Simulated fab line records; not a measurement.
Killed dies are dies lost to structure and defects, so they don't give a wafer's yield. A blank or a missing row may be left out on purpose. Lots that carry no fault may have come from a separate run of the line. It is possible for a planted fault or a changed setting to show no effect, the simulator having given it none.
fab line records	flow sky130
[record] lots = 6	wafers = 18	last-day = 49
route steps=708 shown PWDE@52 NWELL@56 PAD_OPEN@708
lots that met no fault: from a run of the same line without faults
start-h: hours from the record's first day to the start of the lot's first wafer shown	wait-h: hours from the lot's prior step to this one	" unchanged from the row above	L1.1+2: a single row standing in for several wafers	- no value, or no start given	* or withheld: withheld	< > ~ a bound
route shown NAME@n: names a module that has steps shown in the file, with the first one's number in the route	usual: average and standard deviation across the fault-free wafers	same: alike in all rows	chamber/n: place in a boat	sites: readings site by site	_std_site: standard deviation of those values	_edge_site: mean of outer sites minus mean of inner sites	radius-mm: for every site, how far away it sits from the centre of the wafer	mask NAME#n: copy n	behind: the last tool/chamber to shape the wafer	hold: why the lot went on hold/how many hours it stayed there/how the hold came to an end	device: which transistor (n, p or np) failed to switch	end of line: the same wafers' tests at the end of the route	a step given without rows: its recipe and nothing more	killed: the dies lost at the first sort to structure and to defects; this is not the yield of the wafer	map: shows each die of a wafer: x if killed, . if not, _ if none is there
set.NAME: the setting the step ran with; set.NAME@STEP: the setting that earlier step ran with	model.NAME: the simulator's own value behind a step, which no gauge read
lots seen at some steps along the route; tables by step, rows by wafer
services: the hour from which a tool's chamber was out of use, counted from the record's first day as start-h (under 0 if before that day), plus the number of hours and why
[[steps]]
[step SKY_PWDE_OVL_MEAS_07]
[usual] PWDE_OVL = 0.0/1.4
lot.wafer	tool	chamber	start-h	wait-h	PWDE_OVL[nm]
L547.2	overlay-02	-	89.81	-	1.5
L547.4	"	-	"	"	2.1
L547.6	"	-	"	"	1.8
L557.2	overlay-01	-	138.16	-	-1.6
L557.4	"	-	"	"	1.2
L557.5	"	-	"	"	-0.3
L558.1	overlay-01	-	142.15	-	-1.5
L558.2	"	-	"	"	-1.8
L558.6	"	-	"	"	-1.4
L559.1	overlay-02	-	146.35	-	-0.3
L559.3	"	-	"	"	0.1
L559.6	"	-	"	"	-0.1
L560.1	overlay-01	-	152.90	-	-0.7
L560.2	"	-	"	"	-1.8
L560.5	"	-	"	"	-0.1
L561.1	overlay-01	-	157.20	-	-1.2
L561.3	"	-	"	"	-0.7
L561.6	"	-	"	"	-1.9
[step SKY_PWDE_IMPLANT_08]
[recipe] species = B	energy-kev = 150	dose-cm2 = 3.6e+12	tilt-deg = withheld
[step SKY_PWDE_STRIP_09]
[recipe] chemistry = O2/N2	power-w = 1400	pressure-mtorr = 1500	platen-temp-c = withheld	o2-flow-sccm = 3000	n2-flow-sccm = 300	overash-fraction = 0.5
[usual] drypump-motor-current-A = 5.7/0.31	oes-product-au = 0.722/0.0047	strip-time-to-endpoint-s = 36.93/0.12
lot.wafer	tool	chamber	start-h	wait-h	drypump-motor-current-A	oes-product-au	rf-hours-counter-h	strip-time-to-endpoint-s
L547.2	plasma-asher-02	0	89.99	0.1	5.5	0.720	38	36.94
L547.4	"	1	"	"	5.4	0.729	-	36.83
L547.6	"	1	"	"	5.4	0.714	-	36.81
L557.2	plasma-asher-01	1	138.34	0.1	6.4	0.721	2	36.93
L557.4	"	1	"	"	6.4	0.729	-	36.98
L557.5	"	1	"	"	6.3	0.729	-	37.03
L558.1	plasma-asher-02	1	142.34	0.1	5.4	0.726	44	36.80
L558.2	"	0	"	"	5.5	0.720	44	36.93
L558.6	"	0	"	"	5.5	0.724	-	36.90
L559.1	plasma-asher-01	0	146.54	0.1	5.8	0.729	3	36.88
L559.3	"	1	"	"	6.3	0.727	-	36.68
L559.6	"	0	"	"	5.8	0.727	-	36.72
L560.1	plasma-asher-04	1	153.09	0.1	5.9	0.732	35	36.95
L560.2	"	0	"	"	5.6	0.718	35	36.89
L560.5	"	0	"	"	5.6	0.723	-	36.92
L561.1	plasma-asher-02	0	157.39	0.1	5.5	0.721	45	36.83
L561.3	"	0	"	"	5.5	0.726	-	36.89
L561.6	"	0	"	"	5.5	0.726	-	36.81
[step SKY_PWDE_TW_MEAS_10]
[usual] PWDE_TW = 373/4.1
lot.wafer	tool	chamber	start-h	wait-h	PWDE_TW
L547.2	film-metro-02	-	90.10	0.1	371
L547.4	"	-	"	"	370
L547.6	"	-	"	"	370
L557.2	film-metro-01	-	138.45	0.1	377
L557.4	"	-	"	"	375
L557.5	"	-	"	"	377
L558.1	film-metro-01	-	142.44	0.1	375
L558.2	"	-	"	"	375
L558.6	"	-	"	"	377
L559.1	film-metro-03	-	146.64	0.1	371
L559.3	"	-	"	"	370
L559.6	"	-	"	"	371
L560.1	film-metro-03	-	153.19	0.1	371
L560.2	"	-	"	"	369
L560.5	"	-	"	"	372
L561.1	film-metro-01	-	157.49	0.1	378
L561.3	"	-	"	"	379
L561.6	"	-	"	"	380
[step SKY_NWELL_DEHYDRATE_03]
[recipe] temp-c = 200	time-s = 60
[step SKY_NWELL_HMDS_04]
[recipe] prime-time-s = 60	prime-temp-c = 120
[step SKY_NWELL_COAT_05]
[recipe] spin-rpm = 2000	resist-thk-nm = 3000
[step SKY_NWELL_SOFTBAKE_06]
[recipe] temp-c = 110	time-s = withheld
[step SKY_NWELL_EXPOSE_07]
[recipe] mask-id = NWM	na = 0.6	source-shape = conventional	sigma-outer = 0.6	polarization = unpolarized	target-cd-nm = 840	dose-mj = 255
[step SKY_NWELL_PEB_08]
[recipe] temp-c = 115	time-s = withheld
[step SKY_NWELL_DEVELOP_09]
[recipe] wall-angle-deg = 90	developer = TMAH	develop-time-s = 60	dev-temp-c = 23
[step SKY_NWELL_OVL_MEAS_10]
[usual] NWELL_00_OVL = 1.1/1.6
lot.wafer	tool	chamber	start-h	wait-h	NWELL_00_OVL[nm]
L547.2	overlay-01	-	107.86	-	0.3
L547.4	"	-	"	"	-0.1
L547.6	"	-	"	"	1.5
L557.2	overlay-01	-	156.86	-	2.1
L557.4	"	-	"	"	0.2
L557.5	"	-	"	"	1.0
L558.1	overlay-01	-	161.10	-	1.3
L558.2	"	-	"	"	0.3
L558.6	"	-	"	"	1.5
L559.1	overlay-02	-	164.55	-	2.0
L559.3	"	-	"	"	-0.2
L559.6	"	-	"	"	1.8
L560.1	overlay-02	-	171.30	-	1.0
L560.2	"	-	"	"	1.3
L560.5	"	-	"	"	1.5
L561.1	overlay-01	-	176.65	-	1.5
L561.3	"	-	"	"	0.0
L561.6	"	-	"	"	0.8
[step SKY_NWELL_IMPLANT_11]
[recipe] species = P	energy-kev = 400	dose-cm2 = 1.9e+13	tilt-deg = withheld
[usual] beam-energy-keV = 400.02/0.13	faraday-current-uA = 107.2/2
lot.wafer	tool	chamber	start-h	wait-h	beam-energy-keV	faraday-current-uA	model.implant.rp-nm	model.implant.drp-nm
L547.2	implanter-01	0	107.92	0.0	399.76	105.8	503.6	116.9
L547.4	"	0	"	"	399.98	104.3	503.6	116.9
L547.6	"	0	"	"	399.78	109.4	503.6	116.9
L557.2	implanter-02	0	156.92	0.0	400.05	107.5	486.9	116.9
L557.4	"	0	"	"	399.90	109.6	486.9	116.9
L557.5	"	0	"	"	400.02	105.1	486.9	116.9
L558.1	implanter-04	0	161.14	0.0	399.76	108.2	503.5	116.9
L558.2	"	0	"	"	399.94	103.9	503.5	116.9
L558.6	"	0	"	"	399.86	110.5	503.5	116.9
L559.1	implanter-02	0	164.59	0.0	468.86	105.9	575.7	126.4
L559.3	"	0	"	"	468.68	107.2	575.7	126.4
L559.6	"	0	"	"	468.70	109.2	575.7	126.4
L560.1	implanter-04	0	171.34	0.0	399.97	108.5	476.7	116.9
L560.2	"	0	"	"	399.93	108.2	476.7	116.9
L560.5	"	0	"	"	400.00	109.6	476.7	116.9
L561.1	implanter-02	0	176.69	0.0	468.86	108.0	568.2	126.4
L561.3	"	0	"	"	468.94	104.9	568.2	126.4
L561.6	"	0	"	"	468.84	107.4	568.2	126.4
[step SKY_NWELL_IMPLANT_12]
[recipe] species = P	energy-kev = 120	dose-cm2 = 1.3e+12	tilt-deg = withheld
[step SKY_NWELL_IMPLANT_13]
[recipe] species = P	energy-kev = 50	dose-cm2 = 7e+11	tilt-deg = withheld
[step SKY_NWELL_STRIP_14]
[recipe] chemistry = O2/N2	power-w = 1400	pressure-mtorr = 1500	platen-temp-c = withheld	o2-flow-sccm = 3000	n2-flow-sccm = 300	overash-fraction = 0.5
[usual] drypump-motor-current-A = 5.7/0.32	oes-product-au = 0.722/0.0046	strip-time-to-endpoint-s = 36.90/0.12
lot.wafer	tool	chamber	start-h	wait-h	drypump-motor-current-A	oes-product-au	rf-hours-counter-h	strip-time-to-endpoint-s
L547.2	plasma-asher-03	0	108.34	0.1	5.4	0.728	44	37.00
L547.4	"	1	"	"	5.5	0.728	-	37.06
L547.6	"	0	"	"	5.4	0.726	-	37.03
L557.2	plasma-asher-01	1	157.34	0.1	6.3	0.725	4	36.76
L557.4	"	1	"	"	6.4	0.722	-	36.75
L557.5	"	1	"	"	6.3	0.726	-	36.85
L558.1	plasma-asher-01	0	161.59	0.1	5.8	0.731	4	37.08
L558.2	"	1	"	"	6.3	0.720	4	36.95
L558.6	"	1	"	"	6.3	0.723	-	37.02
L559.1	plasma-asher-01	1	165.04	0.1	6.3	0.715	4	36.87
L559.3	"	1	"	"	6.3	0.726	-	36.90
L559.6	"	1	"	"	6.3	0.725	-	36.90
L560.1	plasma-asher-01	0	171.79	0.1	5.8	0.720	5	37.06
L560.2	"	1	"	"	6.3	0.716	5	36.87
L560.5	"	0	"	"	5.8	0.720	-	37.02
L561.1	plasma-asher-04	0	177.14	0.1	5.6	0.713	37	36.89
L561.3	"	1	"	"	5.9	0.716	-	36.85
L561.6	"	0	"	"	5.6	0.716	-	36.86
[step SKY_NWELL_TW_MEAS_15]
[usual] NWELL_TW = 1812/17
lot.wafer	tool	chamber	start-h	wait-h	NWELL_TW
L547.2	film-metro-03	-	108.45	0.1	1807
L547.4	"	-	"	"	1803
L547.6	"	-	"	"	1820
L557.2	film-metro-03	-	157.45	0.1	1823
L557.4	"	-	"	"	1818
L557.5	"	-	"	"	1810
L558.1	film-metro-03	-	161.69	0.1	1811
L558.2	"	-	"	"	1804
L558.6	"	-	"	"	1810
L559.1	film-metro-03	-	165.14	0.1	1836
L559.3	"	-	"	"	1843
L559.6	"	-	"	"	1833
L560.1	film-metro-02	-	171.89	0.1	1797
L560.2	"	-	"	"	1793
L560.5	"	-	"	"	1789
L561.1	film-metro-03	-	177.24	0.1	1827
L561.3	"	-	"	"	1823
L561.6	"	-	"	"	1822
[step SKY_NWELL_DEHYDRATE_16]
[recipe] temp-c = 200	time-s = 60
[step SKY_NWELL_HMDS_17]
[recipe] prime-time-s = 60	prime-temp-c = 120
[step SKY_NWELL_COAT_18]
[recipe] spin-rpm = 2000	resist-thk-nm = 3000
[step SKY_NWELL_SOFTBAKE_19]
[recipe] temp-c = 110	time-s = withheld
[step SKY_NWELL_EXPOSE_20]
[recipe] mask-id = NWM_COMPLEMENT	na = 0.6	source-shape = conventional	sigma-outer = 0.6	polarization = unpolarized	target-cd-nm = 840	dose-mj = 260
[step SKY_NWELL_PEB_21]
[recipe] temp-c = 115	time-s = withheld
[step SKY_NWELL_DEVELOP_22]
[recipe] wall-angle-deg = 90	developer = TMAH	develop-time-s = 60	dev-temp-c = 23
[step SKY_NWELL_OVL_MEAS_23]
[usual] NWELL_01_OVL = 0.7/1.3
lot.wafer	tool	chamber	start-h	wait-h	NWELL_01_OVL[nm]
L547.2	overlay-01	-	126.96	-	-0.9
L547.4	"	-	"	"	-1.8
L547.6	"	-	"	"	-0.7
L557.2	overlay-02	-	176.45	-	-0.3
L557.4	"	-	"	"	0.3
L557.5	"	-	"	"	-0.6
L558.1	overlay-01	-	180.20	-	1.4
L558.2	"	-	"	"	0.8
L558.6	"	-	"	"	0.2
L559.1	overlay-01	-	185.15	-	0.8
L559.3	"	-	"	"	0.5
L559.6	"	-	"	"	-0.3
L560.1	overlay-01	-	192.25	-	0.7
L560.2	"	-	"	"	-0.3
L560.5	"	-	"	"	-1.3
L561.1	overlay-01	-	197.95	-	-0.9
L561.3	"	-	"	"	1.5
L561.6	"	-	"	"	1.7
[step SKY_NWELL_IMPLANT_24]
[recipe] species = B	energy-kev = 140	dose-cm2 = 9.2e+12	tilt-deg = withheld
[step SKY_NWELL_STRIP_25]
[recipe] chemistry = O2/N2	power-w = 1400	pressure-mtorr = 1500	platen-temp-c = withheld	o2-flow-sccm = 3000	n2-flow-sccm = 300	overash-fraction = 0.5
[usual] drypump-motor-current-A = 5.8/0.3	oes-product-au = 0.722/0.0047	strip-time-to-endpoint-s = 36.86/0.095
lot.wafer	tool	chamber	start-h	wait-h	drypump-motor-current-A	oes-product-au	rf-hours-counter-h	strip-time-to-endpoint-s
L547.2	plasma-asher-03	0	127.14	0.1	5.4	0.723	45	36.87
L547.4	"	0	"	"	5.5	0.720	-	36.99
L547.6	"	1	"	"	5.4	0.719	-	36.98
L557.2	plasma-asher-04	0	176.63	0.1	5.6	0.714	37	36.81
L557.4	"	1	"	"	5.9	0.728	-	36.80
L557.5	"	0	"	"	5.6	0.735	-	36.82
L558.1	plasma-asher-01	1	180.39	0.1	6.4	0.723	6	36.74
L558.2	"	0	"	"	5.8	0.716	6	36.80
L558.6	"	0	"	"	5.8	0.717	-	36.85
L559.1	plasma-asher-04	1	185.34	0.1	5.9	0.721	38	36.64
L559.3	"	0	"	"	5.6	0.722	-	36.60
L559.6	"	0	"	"	5.6	0.721	-	36.77
L560.1	plasma-asher-04	0	192.44	0.1	5.6	0.727	39	36.82
L560.2	"	1	"	"	5.9	0.717	39	36.78
L560.5	"	1	"	"	5.9	0.728	-	36.83
L561.1	plasma-asher-04	1	198.14	0.1	5.9	0.718	39	36.88
L561.3	"	0	"	"	5.6	0.719	-	36.89
L561.6	"	0	"	"	5.6	0.728	-	36.89
[step SKY_NWELL_TW_MEAS_26]
[usual] NWELL_2_TW = 497/5
lot.wafer	tool	chamber	start-h	wait-h	NWELL_2_TW
L547.2	film-metro-03	-	127.25	0.1	497
L547.4	"	-	"	"	494
L547.6	"	-	"	"	496
L557.2	film-metro-03	-	176.74	0.1	494
L557.4	"	-	"	"	493
L557.5	"	-	"	"	494
L558.1	film-metro-03	-	180.49	0.1	489
L558.2	"	-	"	"	493
L558.6	"	-	"	"	492
L559.1	film-metro-01	-	185.44	0.1	504
L559.3	"	-	"	"	502
L559.6	"	-	"	"	502
L560.1	film-metro-01	-	192.54	0.1	501
L560.2	"	-	"	"	502
L560.5	"	-	"	"	503
L561.1	film-metro-02	-	198.24	0.1	486
L561.3	"	-	"	"	489
L561.6	"	-	"	"	489
[step SKY_NWELL_CLEAN_27]
[recipe] chemistry = SC1/SC2	mix = 1:4:20	temp-c = 70	time-s = 150	dry = n2-spin
[step SKY_NWELL_RTA_28]
[recipe] temp-c = 1050	time-s = 30	idle-temp-c = 650	ramp-up-c-per-s = 150	ramp-down-c-per-s = 90	ambient = N2
[usual] lamp-power-pct = 25.31/0.054	wafer_temp_C_max = 1054.8/0.9
lot.wafer	tool	chamber	start-h	wait-h	lamp-power-pct	wafer_temp_C_max
L547.2	rtp-anneal-02	0	127.38	0.0	25.34	1054.5
L547.4	"	0	"	"	25.31	1054.2
L547.6	"	0	"	"	25.24	1054.7
L557.2	rtp-anneal-01	0	176.86	0.0	25.31	1055.0
L557.4	"	0	"	"	25.30	1054.6
L557.5	"	0	"	"	25.30	1054.1
L558.1	rtp-anneal-02	0	180.60	0.0	25.35	1056.5
L558.2	"	0	"	"	25.33	1054.9
L558.6	"	0	"	"	25.25	1054.6
L559.1	rtp-anneal-01	0	185.57	0.0	25.27	1054.3
L559.3	"	0	"	"	25.35	1055.6
L559.6	"	0	"	"	25.37	1055.9
L560.1	rtp-anneal-01	0	192.65	0.0	25.29	1053.3
L560.2	"	0	"	"	25.26	1055.8
L560.5	"	0	"	"	25.36	1055.0
L561.1	rtp-anneal-02	0	198.36	0.0	25.33	1054.1
L561.3	"	0	"	"	25.37	1054.8
L561.6	"	0	"	"	25.34	1054.2
[step SKY_NWELL_RS_MEAS_29]
[recipe] thk-meas-gauge = four-point-probe
[usual] NWELL_RS = 625.0/1.5
lot.wafer	tool	chamber	start-h	wait-h	NWELL_RS[ohm/sq]
L547.2	film-metro-02	-	127.48	0.1	626.7
L547.4	"	-	"	"	625.3
L547.6	"	-	"	"	625.7
L557.2	film-metro-02	-	176.96	0.1	622.0
L557.4	"	-	"	"	622.7
L557.5	"	-	"	"	623.6
L558.1	film-metro-01	-	180.70	0.1	624.1
L558.2	"	-	"	"	624.2
L558.6	"	-	"	"	626.2
L559.1	film-metro-03	-	185.67	0.1	605.4
L559.3	"	-	"	"	604.9
L559.6	"	-	"	"	605.0
L560.1	film-metro-01	-	192.75	0.1	628.3
L560.2	"	-	"	"	627.7
L560.5	"	-	"	"	627.4
L561.1	film-metro-01	-	198.46	0.1	603.5
L561.3	"	-	"	"	604.9
L561.6	"	-	"	"	604.4
[step SKY_PAD_OPEN_PROBE_99]
[usual] killed_at_M0_to_M3 = 44/7.1	killed_at_M4_up = 3.0/1.9	killed-at-contacts = 25/5.6	killed-at-front-end = 14/4.1	killed-at-other = 0.2/0.44	killed-dies = 86/9.1	killed-open = 47/7.4	killed-short = 39/5.7
[same] gross-dies = 492	killed-at-back-side = 0
lot.wafer	tool	chamber	start-h	wait-h	killed_at_M0_to_M3	killed_at_M4_up	killed-at-contacts	killed-at-front-end	killed-at-other	killed-dies	killed-open	killed-short	model.etest.nfet_16v.r-on-ohm-um	model.etest.pfet_16v.r-on-ohm-um	model.etest.res-nwell.line-ohm-um	model.etest.res-nwell.rs-ohm-sq	model.etest.pfet-g5v0d10v5.r-on-ohm-um	model.etest.tip_p_5v.rs-ohm-sq	model.etest.pfet-g5v0d10v5.drive-ua-um	model.etest.pfet_16v.drive-ua-um
L547.2	prober-01	-	1095.62	0.1	39	1	35	17	0	92	59	33	1.392e+04	1.475e+04	1093	905.2	4717	2865	344.4	254.6
L547.4	prober-01	-	1095.72	0.2	27	0	28	21	0	76	42	34	1.384e+04	1.472e+04	1094	905.5	4651	2864	347.8	254.8
L547.6	prober-01	-	1095.82	0.2	34	1	20	10	0	65	38	27	1.39e+04	1.453e+04	1087	906.1	4584	2861	353	259.4
L557.2	prober-02	-	1143.25	0.1	48	2	28	12	0	90	44	46	1.386e+04	1.56e+04	1167	997.8	4810	2856	338.1	243.6
L557.4	prober-02	-	1143.35	0.2	48	3	32	3	1	87	45	42	1.387e+04	1.564e+04	1156	974.9	4793	2838	334.9	242.8
L557.5	prober-02	-	1143.40	0.2	46	2	28	15	0	91	51	40	1.383e+04	1.549e+04	1156	984.2	4766	2866	338.7	243.3
L558.1	prober-01	-	1159.60	0.1	53	6	32	10	0	101	59	42	1.427e+04	1.532e+04	1127	937.2	4718	2856	349.1	236
L558.2	prober-01	-	1159.65	0.1	50	3	26	9	0	88	62	26	1.414e+04	1.524e+04	1132	921.2	4753	2866	345.3	238.2
L558.6	prober-01	-	1159.85	0.2	61	2	32	13	0	108	62	46	1.415e+04	1.516e+04	1138	915.6	4712	2858	345	242.5
L559.1	prober-01	-	1160.67	0.1	34	3	22	10	1	70	32	38	1.595e+04	1.452e+04	910.9	774.3	4645	2777	351.7	265.9
L559.3	prober-01	-	1160.77	0.2	35	0	19	14	0	68	33	35	1.618e+04	1.46e+04	918	771.9	4706	2779	348.2	262.7
L559.6	prober-01	-	1160.92	0.2	43	1	22	13	0	79	36	43	1.604e+04	1.475e+04	945.1	781.4	4636	2778	353.2	263.2
L560.1	prober-01	-	1164.18	0.1	52	6	17	8	1	84	42	42	1.394e+04	1.522e+04	1244	1022	4778	2861	335.4	244.6
L560.2	prober-01	-	1164.23	0.1	57	0	16	8	0	81	38	43	1.379e+04	1.554e+04	1279	1055	4765	2886	338.3	243
L560.5	prober-01	-	1164.38	0.2	46	6	32	16	0	100	66	34	1.39e+04	1.561e+04	1268	1062	4770	2886	341.1	240.6
L561.1	prober-01	-	1165.92	0.1	51	4	30	17	1	103	58	45	1.59e+04	1.426e+04	900.6	772.2	4679	2761	352.8	269.1
L561.3	prober-01	-	1166.02	0.2	61	1	27	18	0	107	59	48	1.565e+04	1.433e+04	896.3	767	4619	2787	357.5	271.2
L561.6	prober-01	-	1166.17	0.2	43	5	24	13	0	85	40	45	1.595e+04	1.482e+04	917.6	779.4	4719	2764	353.2	263.8
// killed by level:class
L547.2 CONTACT:geometric-particle:open=13 VIA3:geometric-particle:open=10 VIA1:geometric-particle:open=10 LI_CONTACT:geometric-particle:open=9 CONTACT:geometric-particle:short=6 FIELD_ISO:geometric-particle:short=5 VIA2:geometric-particle:open=5 LOCAL_INTERCONNECT:geometric-particle:short=4
L547.4 CONTACT:geometric-particle:open=10 LI_CONTACT:geometric-particle:open=8 FIELD_ISO:geometric-particle:open=7 FIELD_ISO:geometric-particle:short=7 VIA1:geometric-particle:open=5 VIA2:geometric-particle:open=4 CONTACT:geometric-particle:short=4 POLY_GATE:geometric-particle:short=3
L547.6 VIA1:geometric-particle:open=9 LI_CONTACT:geometric-particle:open=6 CONTACT:geometric-particle:open=5 METAL2:geometric-particle:short=5 VIA2:geometric-particle:open=5 CONTACT:geometric-particle:short=4 VIA2:geometric-particle:short=4 LOCAL_INTERCONNECT:geometric-particle:short=3
L557.2 CONTACT:geometric-particle:open=9 VIA3:geometric-particle:open=8 LI_CONTACT:geometric-particle:open=7 CONTACT:geometric-particle:short=6 VIA1:geometric-particle:open=6 METAL2:geometric-particle:short=6 VIA2:geometric-particle:open=6 LOCAL_INTERCONNECT:geometric-particle:short=5
L557.4 LI_CONTACT:geometric-particle:open=10 CONTACT:geometric-particle:open=10 METAL2:geometric-particle:short=8 VIA3:geometric-particle:open=8 VIA1:geometric-particle:short=6 VIA1:geometric-particle:open=6 VIA2:geometric-particle:short=5 LOCAL_INTERCONNECT:geometric-particle:short=5
L557.5 VIA1:geometric-particle:open=14 CONTACT:geometric-particle:open=9 VIA2:geometric-particle:open=8 CONTACT:geometric-particle:short=7 FIELD_ISO:geometric-particle:open=5 LI_CONTACT:geometric-particle:open=5 VIA1:geometric-particle:short=5 FIELD_ISO:geometric-particle:short=4
L558.1 VIA1:geometric-particle:open=12 LI_CONTACT:geometric-particle:open=9 VIA3:geometric-particle:open=8 CONTACT:geometric-particle:open=7 VIA1:geometric-particle:short=6 CONTACT:geometric-particle:short=6 VIA2:geometric-particle:open=6 METAL2:geometric-particle:short=5
L558.2 VIA1:geometric-particle:open=15 LI_CONTACT:geometric-particle:open=14 VIA3:geometric-particle:open=10 CONTACT:geometric-particle:open=6 METAL1:geometric-particle:short=6 VIA2:geometric-particle:open=5 LOCAL_INTERCONNECT:geometric-particle:short=4 FIELD_ISO:geometric-particle:short=3
L558.6 CONTACT:geometric-particle:open=16 VIA1:geometric-particle:open=12 LI_CONTACT:geometric-particle:open=11 METAL1:geometric-particle:short=10 VIA1:geometric-particle:short=7 VIA2:geometric-particle:open=6 METAL2:geometric-particle:short=6 METAL3:geometric-particle:short=6
L559.1 METAL2:geometric-particle:short=8 CONTACT:geometric-particle:open=8 VIA1:geometric-particle:open=7 CONTACT:geometric-particle:short=6 LI_CONTACT:geometric-particle:open=4 METAL1:geometric-particle:short=4 VIA2:geometric-particle:open=4 VIA3:geometric-particle:open=4
L559.3 CONTACT:geometric-particle:open=8 VIA1:geometric-particle:open=6 FIELD_ISO:geometric-particle:short=5 METAL1:geometric-particle:short=5 VIA1:geometric-particle:short=4 LI_CONTACT:geometric-particle:open=4 VIA2:geometric-particle:open=4 VIA3:geometric-particle:short=4
L559.6 VIA1:geometric-particle:open=11 CONTACT:geometric-particle:short=8 VIA3:geometric-particle:open=6 VIA1:geometric-particle:short=6 METAL2:geometric-particle:short=6 FIELD_ISO:geometric-particle:short=5 METAL1:geometric-particle:short=5 CONTACT:geometric-particle:open=5
L560.1 CONTACT:geometric-particle:open=11 METAL1:geometric-particle:short=8 VIA1:geometric-particle:open=8 VIA3:geometric-particle:open=7 VIA2:geometric-particle:open=6 VIA3:geometric-particle:short=6 METAL4:geometric-particle:short=5 CONTACT:geometric-particle:short=4
L560.2 VIA1:geometric-particle:open=11 VIA3:geometric-particle:open=9 VIA3:geometric-particle:short=8 METAL1:geometric-particle:short=7 VIA1:geometric-particle:short=6 CONTACT:geometric-particle:short=5 CONTACT:geometric-particle:open=5 METAL2:geometric-particle:short=4
L560.5 CONTACT:geometric-particle:open=15 VIA1:geometric-particle:open=11 VIA3:geometric-particle:open=9 LI_CONTACT:geometric-particle:open=8 VIA2:geometric-particle:open=7 FIELD_ISO:geometric-particle:short=6 FIELD_ISO:geometric-particle:open=5 METAL4:geometric-particle:short=5
L561.1 CONTACT:geometric-particle:open=14 VIA1:geometric-particle:open=14 METAL2:geometric-particle:short=8 LI_CONTACT:geometric-particle:open=7 VIA3:geometric-particle:open=7 METAL1:geometric-particle:short=6 VIA1:geometric-particle:short=6 POLY_GATE:geometric-particle:open=5
L561.3 VIA2:geometric-particle:open=10 METAL2:geometric-particle:short=10 VIA1:geometric-particle:open=9 CONTACT:geometric-particle:open=8 VIA3:geometric-particle:open=8 LI_CONTACT:geometric-particle:open=7 METAL1:geometric-particle:short=6 FIELD_ISO:geometric-particle:open=5
L561.6 LI_CONTACT:geometric-particle:open=11 METAL3:geometric-particle:short=7 METAL2:geometric-particle:short=6 VIA3:geometric-particle:open=6 CONTACT:geometric-particle:open=4 LI_CONTACT:geometric-particle:short=4 METAL1:geometric-particle:short=4 METAL1:geometric-particle:open=4
[[services]]
tool	chamber	start-h	hours	kind
plasma-asher-01	-	108.75	9.0	pm
plasma-asher-01	0	108.75	9.0	vent-cycle
plasma-asher-01	1	108.75	9.0	vent-cycle
plasma-asher-01	0	117.75	-	clean
plasma-asher-01	1	117.75	-	clean
implanter-04	-	129.16	2.8	pm
rtp-anneal-01	-	142.51	3.9	pm
implanter-02	-	179.32	2.3	repair
rtp-anneal-02	-	191.02	5.1	pm
[[key]]
[first-sign] step = SKY_NWELL_IMPLANT_11	reading = beam-energy-keV	direction = up	sigmas = 99+	usual = *	struck = *
[effect] step = SKY_NWELL_RS_MEAS_29	reading = NWELL_RS	direction = down	sigmas = 13	usual = 625.0	struck = 604.7
[model-effect] step = SKY_NWELL_IMPLANT_11	value = implant.rp-nm	without = 496.4	struck = 572
[model-effect] step = SKY_PAD_OPEN_PROBE_99	value = etest.nfet_16v.r-on-ohm-um	without = 1.414e+04	struck = 1.595e+04
met-at SKY_NWELL_IMPLANT_11
struck-wafers L559.1,L559.3,L559.6,L561.1,L561.3,L561.6
tester-left-out L559,L561
onset-between 156.92 164.59
[fault] kind = process-parameter-drift	tool = implanter-02	chamber = -	onset-h = 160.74	steps = SKY_NWELL_IMPLANT_11	channel = energy-kev	offset = *	shape = step	end-h = 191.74	acts-in = *	stated = *
// tester-left-out: of these lots the tester's yield and bins aren't shown, on N5 and GAA mostly nor the transistor test; their killed dies are dies lost to structure and defects alone, not to doping, threshold or leakage, so they don't give the yield
